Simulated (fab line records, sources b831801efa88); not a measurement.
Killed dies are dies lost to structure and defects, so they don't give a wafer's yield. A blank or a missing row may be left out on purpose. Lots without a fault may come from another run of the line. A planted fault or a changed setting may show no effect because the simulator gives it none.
fab line records | flow sky130
record lots=5 wafers=23
route steps=708 shown LDD_HVP@286 POLY_CUT@317 SD_N@351 LI_CONTACT@362 LOCAL_INTERCONNECT@393 CONTACT@419 METAL1@435
start_h: hours from the record's first day to the start of the lot's first wafer shown | wait_h: hours since the lot's step before | " the same as in the row above | L1.1+2: a row that stands for several wafers | - no value, or no start given | * or withheld: withheld | < > ~ a bound
route shown NAME@n: a module of which the file shows steps, and the number in the route of the first | usual: mean/standard deviation of fault-free wafers | same: alike in all rows | chamber/n: place in a boat | sites: the reading at each site | _std_site: their standard deviation | _edge_site: outer sites' mean less inner sites' | radius_mm: how far each site lies from the wafer's centre | mask NAME#n: copy n | behind: the tool/chamber that last shaped the wafer | hold: why the lot was held/for how many hours/how that ended | device: the transistor (n, p or np) that didn't switch | end of line: the same wafers' tests at the end of the route | a step without rows: its recipe alone | killed: dies lost to structure and defects at the first sort, not the wafer's yield | map: a wafer's dies, x killed, . not, _ none there
set.NAME: the setting as run; set.NAME@STEP: as run at that earlier step | model.NAME: the simulator's own value behind a step, which no gauge read
lots whose settings were changed on purpose; a table a step, a row a wafer
## steps
# step SKY_LDD_HVP_IMPLANT_08
# recipe species=B energy_kev=20 dose_cm2=1.7e+13 tilt_deg=17.9
# columns lot.wafer tool chamber start_h wait_h set.energy_kev model.implant.rp_nm model.implant.drp_nm
L078.2+4+6 implanter-02 0 533.75 0.0 20 63.1 28.53
L079.1+3 implanter-04 0 547.77 0.0 20.88 65.04 29.52
L079.2+5+6 " 0 " " 20 62.33 28.53
L081.1+5 implanter-02 0 565.76 0.1 20 63.91 28.53
L081.2+3+6 " 0 " " 20.54 65.62 29.12
L082.1+3 implanter-03 0 574.67 0.0 20 61.7 28.53
L082.4+5+6 " 0 " " 19.5 60.18 28.03
L084.1+2+3+5+6 implanter-03 0 588.20 0.0 20 62.63 28.53
# step SKY_LDD_HVP_STRIP_09
# recipe chemistry=O2/N2 power_w=1400 pressure_mtorr=1500 platen_temp_c=withheld o2_flow_sccm=3000 n2_flow_sccm=300 overash_fraction=0.5
# usual strip_time_to_endpoint_s=4.144/0.012
# columns lot.wafer tool chamber start_h wait_h set.spin_rpm@LDD_HVP_COAT_02 strip_time_to_endpoint_s
L078.2 plasma_asher-03 0 533.87 0.1 3000 4.138
L078.4 " 0 " " 3000 4.133
L078.6 " 1 " " 3000 4.117
L079.1 plasma_asher-04 1 547.92 0.1 3000 4.146
L079.2 " 0 " " 3086 4.085
L079.3 " 1 " " 3086 4.076
L079.5 " 1 " " 3000 4.131
L079.6 " 0 " " 3086 4.104
L081.1 plasma_asher-04 0 565.91 0.1 3098 4.100
L081.2 " 1 " " 3098 4.073
L081.3 " 0 " " 3000 4.147
L081.5 " 1 " " 3098 4.086
L081.6 " 0 " " 3000 4.144
L082.1 plasma_asher-03 1 574.82 0.1 3101 4.086
L082.3 " 1 " " 3000 4.147
L082.4 " 0 " " 3101 4.103
L082.5 " 1 " " 3000 4.180
L082.6 " 0 " " 3000 4.172
L084.1 plasma_asher-04 0 588.35 0.1 3000 4.153
L084.2 " 1 " " 2907 4.203
L084.3 " 0 " " 3000 4.150
L084.5 " 0 " " 3000 4.150
L084.6 " 1 " " 2907 4.224
# step SKY_POLY_CUT_ETCH_10
# recipe chemistry=N2/H2 target=BARC ion_energy_ev=200 source_w=500 bias_w=100 pressure_mtorr=30 n2_flow_sccm=100 h2_flow_sccm=200 stop_on=SiO2 time_s=45.9 target_depth_a=600
# usual oes_product_au=0.854/0.005
# columns lot.wafer tool chamber start_h wait_h set.time_s oes_product_au model.KrF-thick_of_POLY_CUT_COAT_03.thk_nm
L078.2 rie_diel-04 2 597.03 0.0 45.9 0.859 411
L078.4 " 3 " " 45.9 0.851 408.2
L078.6 " 0 " " 45.9 0.850 409.2
L079.1 rie_diel-02 2 607.93 0.0 45.9 0.863 410.1
L079.2 " 3 " " 45.9 0.856 407.4
L079.3 " 1 " " 45.9 0.854 408.4
L079.5 " 3 " " 50.59 0.834 407.1
L079.6 " 0 " " 50.59 0.842 405.3
L081.1 rie_diel-01 1 644.38 0.0 39.44 0.932 412.4
L081.2 " 0 " " 45.9 0.867 409.1
L081.3 " 3 " " 45.9 0.854 408.6
L081.5 " 0 " " 45.9 0.853 409.3
L081.6 " 3 " " 39.44 0.944 413.4
L082.1 rie_diel-04 3 644.81 0.0 45.9 0.859 407
L082.3 " 2 " " 45.9 0.855 407.1
L082.4 " 0 " " 51.07 0.831 403.3
L082.5 " 1 " " 51.07 0.831 403.9
L082.6 " 0 " " 45.9 0.846 407.4
L084.1 rie_diel-02 2 650.66 0.0 45.9 0.856 407
L084.2 " 1 " " 43.65 0.874 409.3
L084.3 " 3 " " 43.65 0.874 410.6
L084.5 " 2 " " 43.65 0.882 410
L084.6 " 3 " " 45.9 0.855 407.9
# step SKY_SD_N_IMPLANT_09
# recipe species=As energy_kev=50 dose_cm2=4e+15 tilt_deg=0
# columns lot.wafer tool chamber start_h wait_h set.energy_kev model.implant.rp_nm model.implant.drp_nm
L078.2+4+6 implanter-03 0 682.70 0.0 50 31.49 14.11
L079.1+3+5 implanter-04 0 694.68 0.0 50 32.19 14.11
L079.2+6 " 0 " " 48.2 31.24 13.73
L081.1+2+6 implanter-03 0 729.76 0.0 50.87 33.02 14.29
L081.3+5 " 0 " " 50 32.56 14.11
L082.1+3+4 implanter-03 0 730.88 0.0 50 32.08 14.11
L082.5+6 " 0 " " 52.37 33.32 14.61
L084.1+2+3+5+6 implanter-04 0 734.81 0.0 50 33.69 14.11
# step SKY_SD_N_IMPLANT_10
# recipe species=P energy_kev=20 dose_cm2=1e+14 tilt_deg=0
# step SKY_SD_N_STRIP_11
# recipe chemistry=O2/N2 power_w=1400 pressure_mtorr=1500 platen_temp_c=withheld o2_flow_sccm=3000 n2_flow_sccm=300 overash_fraction=0.5
# usual strip_time_to_endpoint_s=22.53/0.042
# columns lot.wafer tool chamber start_h wait_h set.energy_kev@SD_N_IMPLANT_09 strip_time_to_endpoint_s
L078.2 plasma_asher-04 1 682.98 0.1 50 22.45
L078.4 " 1 " " 50 22.49
L078.6 " 0 " " 50 22.45
L079.1 plasma_asher-04 1 694.98 0.1 50 22.52
L079.2 " 0 " " 48.2 22.29
L079.3 " 1 " " 50 22.53
L079.5 " 0 " " 50 22.55
L079.6 " 1 " " 48.2 22.25
L081.1 plasma_asher-02 0 730.06 0.1 50.87 22.67
L081.2 " 1 " " 50.87 22.62
L081.3 " 1 " " 50 22.52
L081.5 " 1 " " 50 22.59
L081.6 " 0 " " 50.87 22.67
L082.1 plasma_asher-02 1 731.18 0.1 50 22.50
L082.3 " 1 " " 50 22.52
L082.4 " 0 " " 50 22.55
L082.5 " 1 " " 52.37 22.85
L082.6 " 0 " " 52.37 22.92
L084.1 plasma_asher-04 1 735.11 0.1 50 22.43
L084.2 " 0 " " 50 22.44
L084.3 " 0 " " 50 22.45
L084.5 " 0 " " 50 22.49
L084.6 " 1 " " 50 22.45
# step SKY_SD_N_CLEAN_13
# recipe chemistry=SC1/SC2 mix=1:4:20 temp_c=70 time_s=150 dry=n2_spin
# step SKY_SD_N_RTA_14
# recipe temp_c=1075 time_s=2 idle_temp_c=650 ramp_up_c_per_s=150 ramp_down_c_per_s=90 ambient=N2
# step SKY_SD_N_RS_MEAS_16
# recipe thk_meas_gauge=four-point-probe
# usual SD_N_RS=68.62/0.13
# columns lot.wafer tool chamber start_h wait_h set.energy_kev@SD_N_IMPLANT_09 SD_N_RS[ohm/sq]
L078.2 film_metro-03 - 683.38 0.1 50 68.59
L078.4 " - " " 50 68.36
L078.6 " - " " 50 68.50
L079.1 film_metro-03 - 695.36 0.1 50 68.65
L079.2 " - " " 48.2 69.74
L079.3 " - " " 50 68.40
L079.5 " - " " 50 68.38
L079.6 " - " " 48.2 69.73
L081.1 film_metro-03 - 730.45 0.1 50.87 67.97
L081.2 " - " " 50.87 67.95
L081.3 " - " " 50 68.38
L081.5 " - " " 50 68.50
L081.6 " - " " 50.87 67.81
L082.1 film_metro-02 - 731.56 0.1 50 68.60
L082.3 " - " " 50 68.65
L082.4 " - " " 50 68.58
L082.5 " - " " 52.37 67.01
L082.6 " - " " 52.37 66.96
L084.1 film_metro-03 - 735.50 0.1 50 68.51
L084.2 " - " " 50 68.61
L084.3 " - " " 50 68.65
L084.5 " - " " 50 68.58
L084.6 " - " " 50 68.77
# step SKY_LI_CONTACT_HDPCVD_00
# recipe material=PSG target_thk_nm=930 sigma_open_frac=0.3 time_s=155 temp_c=600 sih4_flow_sccm=60 pressure_mtorr=6
# columns lot.wafer tool chamber start_h wait_h set.time_s model.PSG_of_LI_CONTACT_HDPCVD_00.thk_nm
L078.2 hdpcvd-02 1 683.74 0.0 155 914.8
L078.4 " 0 " " 155 921
L078.6 " 2 " " 155 920.3
L079.1 hdpcvd-01 2 - - 155 930.5
L079.2 " 1 " " 155 918
L079.3 " 0 " " 147.5 878.8
L079.5 " 2 " " 147.5 868.7
L079.6 " 1 " " 147.5 873.7
L081.1 hdpcvd-01 2 - - 134 808.3
L081.2 " 0 " " 155 931
L081.3 " 1 " " 155 935.9
L081.5 " 2 " " 134 801
L081.6 " 1 " " 155 916.3
L082.1 hdpcvd-01 1 - - 139.7 839.4
L082.3 " 2 " " 155 928.1
L082.4 " 2 " " 155 936.1
L082.5 " 0 " " 139.7 839.5
L082.6 " 1 " " 155 927.4
L084.1 hdpcvd-01 1 - - 172.8 1027
L084.2 " 2 " " 155 925
L084.3 " 0 " " 172.8 1039
L084.5 " 2 " " 155 936.7
L084.6 " 1 " " 172.8 1035
# step SKY_LI_CONTACT_THK_MEAS_01
# recipe reads=PSG_of_LI_CONTACT_HDPCVD_00
# usual LI_CONTACT_HDPCVD_THK=930/9.6
# columns lot.wafer tool chamber start_h wait_h set.time_s@LI_CONTACT_HDPCVD_00 LI_CONTACT_HDPCVD_THK[nm]
L078.2 film_metro-02 - 683.85 0.1 155 914
L078.4 " - " " 155 921
L078.6 " - " " 155 920
L079.1 film_metro-01 - 695.84 0.1 155 931
L079.2 " - " " 155 918
L079.3 " - " " 147.5 878
L079.5 " - " " 147.5 869
L079.6 " - " " 147.5 874
L081.1 film_metro-02 - 730.93 0.1 134 808
L081.2 " - " " 155 931
L081.3 " - " " 155 936
L081.5 " - " " 134 801
L081.6 " - " " 155 916
L082.1 film_metro-03 - 732.04 0.1 139.7 839
L082.3 " - " " 155 929
L082.4 " - " " 155 936
L082.5 " - " " 139.7 839
L082.6 " - " " 155 928
L084.1 film_metro-03 - 736.00 0.1 172.8 1028
L084.2 " - " " 155 925
L084.3 " - " " 172.8 1039
L084.5 " - " " 155 936
L084.6 " - " " 172.8 1034
# step SKY_LI_CONTACT_CMP_02
# recipe material=PSG down_force_psi=4 platen_rpm=60 pad_velocity_m_s=0.94248
# usual time_to_endpoint_s=32.5/2.6
# columns lot.wafer tool chamber start_h wait_h set.time_s@LI_CONTACT_HDPCVD_00 time_to_endpoint_s
L078.2 cmp-01 3 683.90 0.0 155 32.3
L078.4 " 2 " " 155 37.3
L078.6 " 3 " " 155 32.5
L079.2 cmp-01 0 695.90 0.0 155 31.9
L079.1 " 1 " " 155 33.3
L079.3 " 2 " " 147.5 32.4
L079.5 " 0 " " 147.5 29.3
L079.6 " 1 " " 147.5 26.9
L081.2 cmp-02 2 731.04 0.1 155 31.6
L081.1 " 3 " " 134 18.2
L081.3 " 0 " " 155 33.0
L081.5 " 1 " " 134 20.5
L081.6 " 2 " " 155 32.1
L082.4 cmp-02 3 732.10 0.0 155 31.1
L082.1 " 0 " " 139.7 24.1
L082.3 " 1 " " 155 34.6
L082.5 " 3 " " 139.7 22.1
L082.6 " 0 " " 155 31.6
L084.1 cmp-02 0 736.06 0.1 172.8 44.3
L084.2 " 2 " " 155 34.3
L084.3 " 3 " " 172.8 38.3
L084.5 " 0 " " 155 34.2
L084.6 " 1 " " 172.8 47.1
# step SKY_LOCAL_INTERCONNECT_COAT_06
# recipe resist=KrF-thick spin_rpm=3000 resist_thk_nm=450
# columns lot.wafer tool chamber start_h wait_h set.spin_rpm model.KrF-thick_of_LOCAL_INTERCONNECT_COAT_06.thk_nm
L078.2 litho_track-01 0 - - 3000 448.4
L078.4 " 0 " " 3000 448.7
L078.6 " 0 " " 3000 449.8
L079.1 litho_track-01 0 - - 3000 450.3
L079.2 " 0 " " 2778 466.5
L079.3 " 0 " " 3000 449
L079.5 " 0 " " 2778 467.2
L079.6 " 0 " " 2778 467.3
L081.1 litho_track-03 0 - - 3000 449.5
L081.2 " 0 " " 3079 444.7
L081.3 " 0 " " 3000 450.1
L081.5 " 0 " " 3079 442.8
L081.6 " 0 " " 3000 448.4
L082.1+3 litho_track-03 0 - - 3000 447.8
L082.4 " 0 " " 3000 448.2
L082.5 " 0 " " 3000 449.1
L082.6 " 0 " " 3000 447.7
L084.1 litho_track-01 0 - - 3000 449.5
L084.2 " 0 " " 3000 448.5
L084.3 " 0 " " 3000 448.8
L084.5 " 0 " " 3000 448.1
L084.6 " 0 " " 3000 449.1
# step SKY_LOCAL_INTERCONNECT_SOFTBAKE_07
# recipe temp_c=100 time_s=90 resist=KrF-thick
# step SKY_LOCAL_INTERCONNECT_EXPOSE_08
# recipe mask_id=LI1M na=0.8 source_shape=annular sigma_inner=0.55 sigma_outer=0.85 target_cd_nm=170 dose_mj=28
# step SKY_LOCAL_INTERCONNECT_ETCH_13
# recipe chemistry=N2/H2 target=BARC ion_energy_ev=200 bias_w=100 pressure_mtorr=30 n2_flow_sccm=100 h2_flow_sccm=200 icp_w=500 stop_on=SiO2 time_s=45.9 target_depth_a=600
# step SKY_LOCAL_INTERCONNECT_METAL_ETCH_14
# recipe target_depth_nm=110 stop_on=PSG chemistry=Cl2/BCl3 target=TiN resist_sidewall_deg=88 pressure_mtorr=10 icp_w=900 bias_w=48.5 Cl2_flow_sccm=60 bcl3_flow_sccm=30 time_s=32.26
# columns lot.wafer tool chamber start_h wait_h set.spin_rpm@LOCAL_INTERCONNECT_COAT_06 model.KrF-thick_of_LOCAL_INTERCONNECT_COAT_06.thk_nm
L078.2 rie_metal-01 1 742.39 0.0 3000 345.6
L078.4 " 0 " " 3000 345.2
L078.6 " 1 " " 3000 346.5
L079.1 rie_metal-01 1 753.90 0.0 3000 347.5
L079.2 " 0 " " 2778 363.1
L079.3 " 0 " " 3000 345.7
L079.5 " 1 " " 2778 364.5
L079.6 " 0 " " 2778 363.7
L081.1 rie_metal-03 0 787.60 0.0 3000 346
L081.2 " 1 " " 3079 343.7
L081.3 " 0 " " 3000 346.4
L081.5 " 1 " " 3079 341.1
L081.6 " 0 " " 3000 345.4
L082.1 rie_metal-01 0 788.44 0.0 3000 344.9
L082.3 " 0 " " 3000 345.5
L082.4 " 1 " " 3000 346.5
L082.5 " 0 " " 3000 346.9
L082.6 " 1 " " 3000 345.9
L084.1 rie_metal-03 0 791.19 0.0 3000 344.9
L084.2 " 1 " " 3000 346.8
L084.3 " 0 " " 3000 344.4
L084.5 " 0 " " 3000 344.5
L084.6 " 1 " " 3000 347.2
# step SKY_LOCAL_INTERCONNECT_STRIP_15
# recipe chemistry=O2/N2 power_w=1400 pressure_mtorr=1500 platen_temp_c=withheld o2_flow_sccm=3000 n2_flow_sccm=300 overash_fraction=0.5
# usual strip_time_to_endpoint_s=4.710/0.019
# columns lot.wafer tool chamber start_h wait_h set.pressure_mtorr set.spin_rpm@LOCAL_INTERCONNECT_COAT_06 strip_time_to_endpoint_s
L078.2 plasma_asher-01 0 742.44 0.0 1500 3000 4.702
L078.4 " 1 " " 1500 3000 4.671
L078.6 " 0 " " 1500 3000 4.697
L079.1 plasma_asher-01 1 753.96 0.0 1500 3000 4.718
L079.2 " 0 " " 1500 2778 4.862
L079.3 " 1 " " 1500 3000 4.707
L079.5 " 0 " " 1500 2778 4.896
L079.6 " 1 " " 1500 2778 4.874
L081.1 plasma_asher-03 1 787.66 0.0 1312 3000 4.849
L081.2 " 0 " " 1312 3079 4.840
L081.3 " 0 " " 1312 3000 4.898
L081.5 " 0 " " 1312 3079 4.828
L081.6 " 1 " " 1312 3000 4.883
L082.1 plasma_asher-03 0 788.49 0.0 1311 3000 4.864
L082.3 " 0 " " 1311 3000 4.886
L082.4 " 1 " " 1311 3000 4.882
L082.5 " 0 " " 1311 3000 4.881
L082.6 " 1 " " 1311 3000 4.873
L084.1 plasma_asher-03 0 791.24 0.0 1603 3000 4.609
L084.2 " 1 " " 1603 3000 4.656
L084.3 " 0 " " 1603 3000 4.593
L084.5 " 1 " " 1603 3000 4.605
L084.6 " 0 " " 1603 3000 4.637
# step SKY_CONTACT_DEVELOP_13
# recipe develop_time_s=60 resist=KrF-thick dev_temp_c=21
# columns lot.wafer tool chamber start_h wait_h set.dev_temp_c
L078.2+4+6 litho_track-02 0 - - 21
L079.1+2+6 litho_track-02 0 - - 17.64
L079.3+5 " 0 " " 21
L081.1+2+5 litho_track-04 0 - - 19.12
L081.3+6 " 0 " " 21
L082.1+3+5 litho_track-04 0 - - 18.05
L082.4+6 " 0 " " 21
L084.1+3 litho_track-02 0 - - 21
L084.2+5+6 " 0 " " 24
# step SKY_CONTACT_CD_MEAS_14
# recipe target_cd_nm=170
# usual cd_nm=170.0/1.3
# columns lot.wafer tool chamber start_h wait_h set.dev_temp_c@CONTACT_DEVELOP_13 cd_nm
L078.2 cd_sem-01 - 770.27 - 21 169.5
L078.4 " - " " 21 169.3
L078.6 " - " " 21 168.2
L079.1 cd_sem-01 - 782.35 - 17.64 166.6
L079.2 " - " " 17.64 168.5
L079.3 " - " " 21 171.5
L079.5 " - " " 21 171.5
L079.6 " - " " 17.64 166.7
L081.1 cd_sem-02 - 814.89 - 19.12 168.7
L081.2 " - " " 19.12 168.6
L081.3 " - " " 21 170.2
L081.5 " - " " 19.12 168.8
L081.6 " - " " 21 170.9
L082.1 cd_sem-02 - 816.04 - 18.05 166.9
L082.3 " - " " 18.05 167.2
L082.4 " - " " 21 169.3
L082.5 " - " " 18.05 166.5
L082.6 " - " " 21 169.4
L084.1 cd_sem-01 - 818.90 - 21 169.6
L084.2 " - " " 24 169.7
L084.3 " - " " 21 168.1
L084.5 " - " " 24 171.3
L084.6 " - " " 24 173.0
# step SKY_METAL1_SPUTTER_01
# recipe material=TiN target_thk_nm=20 power_w=6500 time_s=16.7 chamber_pressure_pa=0.4
# columns lot.wafer tool chamber start_h wait_h set.power_w model.TiN_of_METAL1_SPUTTER_01.thk_nm
L078.2 pvd_sputter-02 - 771.84 0.0 6500 20.04
L078.4 " - " " 6500 20.17
L078.6 " - " " 6500 20.11
L079.1 pvd_sputter-02 - 783.95 0.0 6500 20.25
L079.2 " - " " 6500 20.26
L079.3 " - " " 6500 20.18
L079.5 " - " " 6500 20.01
L079.6 " - " " 6500 20.13
L081.1 pvd_sputter-01 - 816.44 0.0 6500 20.17
L081.2+3 " - " " 6500 19.86
L081.5 " - " " 5823 17.76
L081.6 " - " " 5823 18.1
L082.1 pvd_sputter-03 - 817.59 0.0 6500 19.69
L082.3 " - " " 6261 18.92
L082.4 " - " " 6261 18.84
L082.5 " - " " 6500 19.71
L082.6 " - " " 6500 19.64
L084.1 pvd_sputter-02 - 820.45 0.0 6257 19.18
L084.2 " - " " 6257 19.27
L084.3 " - " " 6257 18.96
L084.5 " - " " 6500 19.68
L084.6 " - " " 6500 20.04
## key
split step=SKY_LDD_HVP_IMPLANT_08 setting=energy_kev stated=20 by=wafer
response step=SKY_LDD_HVP_IMPLANT_08 reading=model.implant.rp_nm change=+0.618 per=1% r=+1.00
response step=SKY_LDD_HVP_IMPLANT_08 reading=model.implant.drp_nm change=+0.218 per=1% r=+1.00
split step=SKY_POLY_CUT_ETCH_10 setting=time_s stated=45.9 by=wafer
response step=SKY_POLY_CUT_ETCH_10 reading=oes_product_au change=-0.00371 per=1% r=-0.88
response step=SKY_POLY_CUT_ETCH_10 reading=model.KrF-thick_of_POLY_CUT_COAT_03.thk_nm change=-0.291 per=1% r=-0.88
split step=SKY_SD_N_IMPLANT_09 setting=energy_kev stated=50 by=wafer
response step=SKY_SD_N_IMPLANT_09 reading=model.implant.rp_nm change=+0.261 per=1% r=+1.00
response step=SKY_SD_N_IMPLANT_09 reading=model.implant.drp_nm change=+0.106 per=1% r=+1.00
response step=SKY_SD_N_STRIP_11 reading=strip_time_to_endpoint_s change=* per=1% r=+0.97
response step=SKY_SD_N_RS_MEAS_16 reading=SD_N_RS change=-0.342 per=1% r=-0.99
split step=SKY_LI_CONTACT_HDPCVD_00 setting=time_s stated=155 by=wafer
response step=SKY_LI_CONTACT_HDPCVD_00 reading=model.PSG_of_LI_CONTACT_HDPCVD_00.thk_nm change=+9.15 per=1% r=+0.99
response step=SKY_LI_CONTACT_THK_MEAS_01 reading=LI_CONTACT_HDPCVD_THK change=+9.16 per=1% r=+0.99
response step=SKY_LI_CONTACT_CMP_02 reading=time_to_endpoint_s change=* per=1% r=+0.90
split step=SKY_LOCAL_INTERCONNECT_COAT_06 setting=spin_rpm stated=3000 by=wafer
response step=SKY_LOCAL_INTERCONNECT_COAT_06 reading=model.KrF-thick_of_LOCAL_INTERCONNECT_COAT_06.thk_nm change=-2.32 per=1% r=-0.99
response step=SKY_LOCAL_INTERCONNECT_METAL_ETCH_14 reading=model.KrF-thick_of_LOCAL_INTERCONNECT_COAT_06.thk_nm change=-2.21 per=1% r=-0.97
response step=SKY_LOCAL_INTERCONNECT_STRIP_15 reading=strip_time_to_endpoint_s change=* per=1% r=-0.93
split step=SKY_LOCAL_INTERCONNECT_STRIP_15 setting=pressure_mtorr stated=1500 by=lot
response none clear
split step=SKY_CONTACT_DEVELOP_13 setting=dev_temp_c stated=21 by=wafer
response step=SKY_CONTACT_CD_MEAS_14 reading=cd_nm change=+0.21 per=1% r=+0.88
split step=SKY_METAL1_SPUTTER_01 setting=power_w stated=6500 by=wafer
response step=SKY_METAL1_SPUTTER_01 reading=model.TiN_of_METAL1_SPUTTER_01.thk_nm change=+0.197 per=1% r=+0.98
split outside_this_file step=SKY_LDD_HVP_COAT_02 setting=spin_rpm
# split outside_this_file: this setting was split too, and the file shows its column; the key of that split is in another file
